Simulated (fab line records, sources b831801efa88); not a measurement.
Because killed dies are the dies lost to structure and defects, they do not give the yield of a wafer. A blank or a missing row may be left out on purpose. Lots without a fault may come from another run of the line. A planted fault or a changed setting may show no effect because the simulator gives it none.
Which tool is to blame? | flow gf180mcu | 72 wafers from 24 lots sampled at 6 of the route's 602 steps

== WHAT THE GAUGES SHOWED, per wafer ==
GF_VT_IMPLANT_OVL_MEAS_18.
lot  | measured     | on         | VT_IMPLANT_01_OVL (nm)
L074 | day 5 21:50  | overlay-01 | -1.7 -0.3 -1.5
L075 | day 6 18:50  | overlay-01 | -0.4 -1.8 -0.4
L076 | day 7 06:29  | overlay-01 | -0.9 -1.4 1.2
L077 | day 7 07:23  | overlay-01 | 0.3 0.2 0.7
L078 | day 7 17:05  | overlay-01 | 1.1 1.3 -0.3
L079 | day 8 02:29  | overlay-02 | -0.2 0.1 1.2
L080 | day 8 04:20  | overlay-01 | -1.2 -0.4 -2.5
L081 | day 8 04:59  | overlay-01 | 0.2 -0.3 1.2
L082 | day 8 13:26  | overlay-01 | 0.7 0.7 2.1
L083 | day 8 14:20  | overlay-01 | -1.1 -2.1 -1.2
L084 | day 9 06:47  | overlay-02 | 0.0 0.7 0.9
L085 | day 9 09:11  | overlay-01 | 0.6 0.6 -1.2
L086 | day 9 13:47  | overlay-01 | 0.0 -1.0 -1.0
L087 | day 9 17:14  | overlay-01 | -0.6 -1.5 -0.9
L088 | day 10 04:44 | overlay-02 | 0.3 1.7 -1.4
L089 | day 10 08:47 | overlay-01 | -1.5 -0.8 -1.8
L090 | day 10 12:32 | overlay-02 | -0.4 0.1 -0.5
L091 | day 10 19:20 | overlay-01 | -1.2 -0.4 0.7
L092 | day 11 02:03 | overlay-01 | -0.6 -0.6 -0.6
L093 | day 11 07:26 | overlay-02 | 0.1 -1.7 -1.6
L094 | day 11 14:59 | overlay-01 | -0.9 -0.8 0.1
L095 | day 11 22:29 | overlay-01 | -0.3 0.2 -0.9
L096 | day 12 00:56 | overlay-01 | -0.7 -0.8 -0.1
L097 | day 12 09:53 | overlay-01 | 1.8 0.0 0.2

GF_V4_THK_MEAS_03.
lot  | measured     | on            | V4_CVD_02_THK (nm)
L074 | day 22 23:37 | film_metro-01 | 837 837 863
L075 | day 24 05:38 | film_metro-04 | 831 823 845
L076 | day 24 20:55 | film_metro-03 | 862 850 849
L077 | day 24 21:56 | film_metro-04 | 865 854 863
L078 | day 25 12:08 | film_metro-03 | 826 839 848
L079 | day 25 22:38 | film_metro-04 | 836 871 854
L080 | day 26 05:10 | film_metro-04 | 839 834 859
L081 | day 26 04:28 | film_metro-04 | 841 855 857
L082 | day 26 15:07 | film_metro-03 | 836 838 877
L083 | day 26 17:32 | film_metro-01 | 840 845 853
L084 | day 27 10:46 | film_metro-04 | 827 837 858
L085 | day 27 18:08 | film_metro-04 | 820 837 823
L086 | day 27 23:46 | film_metro-03 | 854 823 863
L087 | day 27 23:05 | film_metro-03 | 851 836 860
L088 | day 28 13:57 | film_metro-04 | 849 856 850
L089 | day 28 22:11 | film_metro-03 | 846 845 868
L090 | day 28 23:19 | film_metro-03 | 833 831 852
L091 | day 29 01:08 | film_metro-01 | 838 830 849
L092 | day 29 15:32 | film_metro-01 | 846 849 835
L093 | day 29 17:01 | film_metro-01 | 868 851 880
L094 | day 29 22:30 | film_metro-04 | 829 827 843
L095 | day 30 06:58 | film_metro-03 | 840 855 846
L096 | day 30 10:09 | film_metro-04 | 831 852 843
L097 | day 30 15:17 | film_metro-04 | 839 855 850

GF_MIM_THK_MEAS_11: measures by xrf.
lot  | measured     | on            | MIM_ALCU_THK (nm)
L074 | day 24 00:35 | film_metro-02 | 203 198 197
L075 | day 25 06:11 | film_metro-02 | 203 206 204
L076 | day 25 20:42 | film_metro-03 | 203 208 203
L077 | day 25 21:43 | film_metro-01 | 199 202 202
L078 | day 26 10:57 | film_metro-03 | 204 205 205
L079 | day 26 21:13 | film_metro-01 | 203 198 200
L080 | day 27 04:22 | film_metro-01 | 201 201 195
L081 | day 27 03:47 | film_metro-03 | 201 203 200
L082 | day 27 13:41 | film_metro-03 | 205 209 200
L083 | day 27 15:34 | film_metro-01 | 203 203 201
L084 | day 28 09:10 | film_metro-03 | 205 204 202
L085 | day 28 15:31 | film_metro-03 | 200 201 203
L086 | day 28 21:15 | film_metro-01 | 202 205 207
L087 | day 28 20:35 | film_metro-01 | 204 203 202
L088 | day 29 11:44 | film_metro-02 | 203 205 199
L089 | day 29 20:06 | film_metro-03 | 197 202 200
L090 | day 29 20:42 | film_metro-02 | 196 201 200
L091 | day 29 22:49 | film_metro-01 | 202 196 198
L092 | day 30 12:33 | film_metro-02 | 203 204 199
L093 | day 30 13:56 | film_metro-02 | 208 203 203
L094 | day 30 19:22 | film_metro-01 | 201 198 193
L095 | day 31 04:20 | film_metro-02 | 199 203 199
L096 | day 31 06:55 | film_metro-02 | 201 204 204
L097 | day 32 08:48 | film_metro-01 | 200 201 200

GF_V5_THK_MEAS_25: measures by xrf.
lot  | measured     | on            | V5_W_THK (nm)
L074 | day 26 22:19 | film_metro-02 | 360 362 363
L075 | day 27 22:17 | film_metro-03 | 356 350 356
L076 | day 28 11:57 | film_metro-02 | 354 350 353
L077 | day 28 14:17 | film_metro-02 | 349 349 352
L078 | day 29 00:56 | film_metro-04 | 352 350 350
L079 | day 29 09:45 | film_metro-02 | 348 348 349
L080 | day 29 17:52 | film_metro-03 | 356 360 356
L081 | day 29 17:31 | film_metro-02 | 350 349 346
L082 | day 30 02:52 | film_metro-04 | 349 356 362
L083 | day 30 03:38 | film_metro-03 | 355 361 355
L084 | day 30 20:17 | film_metro-03 | 358 357 355
L085 | day 31 02:59 | film_metro-02 | 343 345 344
L086 | day 31 07:43 | film_metro-04 | 349 354 346
L087 | day 31 07:30 | film_metro-02 | 345 338 343
L088 | day 31 19:06 | film_metro-04 | 350 346 351
L089 | day 32 13:09 | film_metro-02 | 344 346 350
L090 | day 32 13:27 | film_metro-04 | 350 346 354
L091 | day 32 16:51 | film_metro-04 | 349 346 348
L092 | day 33 03:55 | film_metro-03 | 350 366 360
L093 | day 33 04:31 | film_metro-04 | 350 343 354
L094 | day 33 05:42 | film_metro-03 | 353 353 356
L095 | day 33 06:25 | film_metro-03 | 355 351 353
L096 | day 33 07:12 | film_metro-04 | 353 356 350
L097 | day 33 22:42 | film_metro-02 | 340 347 342

== EACH LOT AND THE TOOL THAT RAN IT (in order: tool; ch and the chambers of the sampled wafers; start) ==
lot  | GF_DNWELL_STRIP_08                  | GF_M4_SPUTTER_03
L074 | plasma_asher-01 ch 0,1, day 2 16:23 | pvd_sputter-03, day 21 22:38
L075 | plasma_asher-03 ch 0,1, day 3 06:56 | pvd_sputter-03, day 23 06:38
L076 | plasma_asher-04 ch 0,1, day 3 16:32 | pvd_sputter-03, day 23 22:21
L077 | plasma_asher-01 ch 0,1, day 3 16:32 | pvd_sputter-01, day 23 23:19
L078 | plasma_asher-04 ch 0,1, day 3 23:29 | pvd_sputter-01, day 24 13:28
L079 | plasma_asher-04 ch 0,1, day 4 07:26 | pvd_sputter-03, day 25 00:19
L080 | plasma_asher-04 ch 0,1, day 4 10:56 | pvd_sputter-01, day 25 07:04
L081 | plasma_asher-01 ch 0,1, day 4 11:37 | pvd_sputter-03, day 25 06:45
L082 | plasma_asher-04 ch 0,1, day 4 18:01 | pvd_sputter-01, day 25 17:43
L083 | plasma_asher-03 ch 1, day 4 18:29   | pvd_sputter-03, day 25 19:29
L084 | plasma_asher-01 ch 0,1, day 5 05:55 | pvd_sputter-04, day 26 13:04
L085 | plasma_asher-03 ch 0,1, day 5 10:53 | pvd_sputter-04, day 26 21:39
L086 | plasma_asher-01 ch 0,1, day 5 11:22 | pvd_sputter-04, day 27 03:04
L087 | plasma_asher-04 ch 0,1, day 5 15:20 | pvd_sputter-04, day 27 02:13
L088 | plasma_asher-03 ch 1, day 6 01:35   | pvd_sputter-03, day 27 17:27
L089 | plasma_asher-01 ch 0,1, day 6 03:05 | pvd_sputter-01, day 28 02:09
L090 | plasma_asher-01 ch 0,1, day 6 07:14 | pvd_sputter-04, day 28 02:51
L091 | plasma_asher-01 ch 0, day 6 11:35   | pvd_sputter-01, day 28 04:45
L092 | plasma_asher-03 ch 0,1, day 6 18:10 | pvd_sputter-04, day 28 19:53
L093 | plasma_asher-04 ch 0,1, day 7 00:47 | pvd_sputter-04, day 28 20:50
L094 | plasma_asher-03 ch 0,1, day 7 05:41 | pvd_sputter-04, day 29 02:04
L095 | plasma_asher-01 ch 0,1, day 7 10:08 | pvd_sputter-01, day 29 11:14
L096 | plasma_asher-04 ch 0,1, day 7 14:56 | pvd_sputter-04, day 29 13:49
L097 | plasma_asher-01 ch 0,1, day 7 21:11 | pvd_sputter-01, day 29 19:26
- GF_DNWELL_STRIP_08: strips in O2/N2.
- GF_M4_SPUTTER_03: material Ti, target thk 10 nm, time 6.7 s.

== WHAT THE TOOLS THEMSELVES READ (means of the sampled wafers that have a number; where no wafer has one, the mark that the record gives instead) ==
GF_DNWELL_STRIP_08.
lot  | tool            | drypump_motor_current_A (A) | heater_power_w (W) | oes_product_au (a.u.) | strip_time_to_endpoint_s (s)
L074 | plasma_asher-01 | 6.2                         | 327                | 0.723                 | 36.91
L075 | plasma_asher-03 | 6.6                         | 331                | 0.721                 | 37.07
L076 | plasma_asher-04 | 5.7                         | 358                | 0.724                 | 36.87
L077 | plasma_asher-01 | 6.3                         | 332                | 0.723                 | 37.03
L078 | plasma_asher-04 | 5.7                         | 347                | 0.722                 | 36.91
L079 | plasma_asher-04 | 5.7                         | 351                | 0.721                 | 36.86
L080 | plasma_asher-04 | 5.7                         | 352                | 0.724                 | 37.10
L081 | plasma_asher-01 | 6.2                         | 327                | 0.720                 | 37.04
L082 | plasma_asher-04 | 5.7                         | 354                | 0.721                 | 36.88
L083 | plasma_asher-03 | 6.5                         | 337                | 0.722                 | 36.94
L084 | plasma_asher-01 | 6.3                         | 333                | 0.717                 | 36.82
L085 | plasma_asher-03 | 6.6                         | 334                | 0.721                 | 36.94
L086 | plasma_asher-01 | 6.3                         | 340                | 0.722                 | 37.04
L087 | plasma_asher-04 | 5.7                         | 355                | 0.722                 | 37.06
L088 | plasma_asher-03 | 6.5                         | 347                | 0.723                 | 36.87
L089 | plasma_asher-01 | 6.3                         | 328                | 0.723                 | 36.92
L090 | plasma_asher-01 | 6.3                         | 346                | 0.719                 | 36.90
L091 | plasma_asher-01 | 6.3                         | 356                | 0.723                 | 36.88
L092 | plasma_asher-03 | 6.5                         | 329                | 0.726                 | 36.98
L093 | plasma_asher-04 | 5.7                         | 359                | 0.722                 | 36.88
L094 | plasma_asher-03 | 6.6                         | 336                | 0.722                 | 37.03
L095 | plasma_asher-01 | 6.3                         | 336                | 0.721                 | 36.85
L096 | plasma_asher-04 | 6.1                         | 374                | 0.726                 | 37.07
L097 | plasma_asher-01 | 6.3                         | 340                | 0.716                 | 37.05

GF_M4_SPUTTER_03.
lot  | tool           | throttle_valve_pct (%)
L074 | pvd_sputter-03 | 28.3
L075 | pvd_sputter-03 | 29.2
L076 | pvd_sputter-03 | 28.7
L077 | pvd_sputter-01 | 29.4
L078 | pvd_sputter-01 | 29.7
L079 | pvd_sputter-03 | 29.2
L080 | pvd_sputter-01 | 29.6
L081 | pvd_sputter-03 | 29.1
L082 | pvd_sputter-01 | 30.1
L083 | pvd_sputter-03 | 29.2
L084 | pvd_sputter-04 | 30.2
L085 | pvd_sputter-04 | 30.5
L086 | pvd_sputter-04 | 29.4
L087 | pvd_sputter-04 | 30.4
L088 | pvd_sputter-03 | 28.9
L089 | pvd_sputter-01 | 29.3
L090 | pvd_sputter-04 | 30.3
L091 | pvd_sputter-01 | 29.8
L092 | pvd_sputter-04 | 30.1
L093 | pvd_sputter-04 | 30.3
L094 | pvd_sputter-04 | 29.6
L095 | pvd_sputter-01 | 30.0
L096 | pvd_sputter-04 | 29.7
L097 | pvd_sputter-01 | 29.4

== THE ANSWER, worked out from the rows above alone ==
Rule: the lots themselves supply what counts as usual. Put in order of their means at a reading, lots are off if they are a third of the lots or fewer, leave a main group of 4 or more, and stand apart from it by a gap of 3 or more times the standard deviation of the main group's means; of several such gaps the widest counts. The tables above print the reading to a certain number of digits; a main group whose means all agree to those digits is not used. A lot without any number at a reading at which 4 lots or more have one is off too. The other lots that the step has rows for count as sound. After the gauges, taken in route order, come the tools' own readings; for these a lot's mean is taken, as printed above. The first step at which some lot is off is used, and at that step the reading that is off furthest; a lot without a number counts as furthest.
Nothing can be told from this: no lot is off at any reading shown.

== WHAT THE SIMULATOR HAD PUT IN ==
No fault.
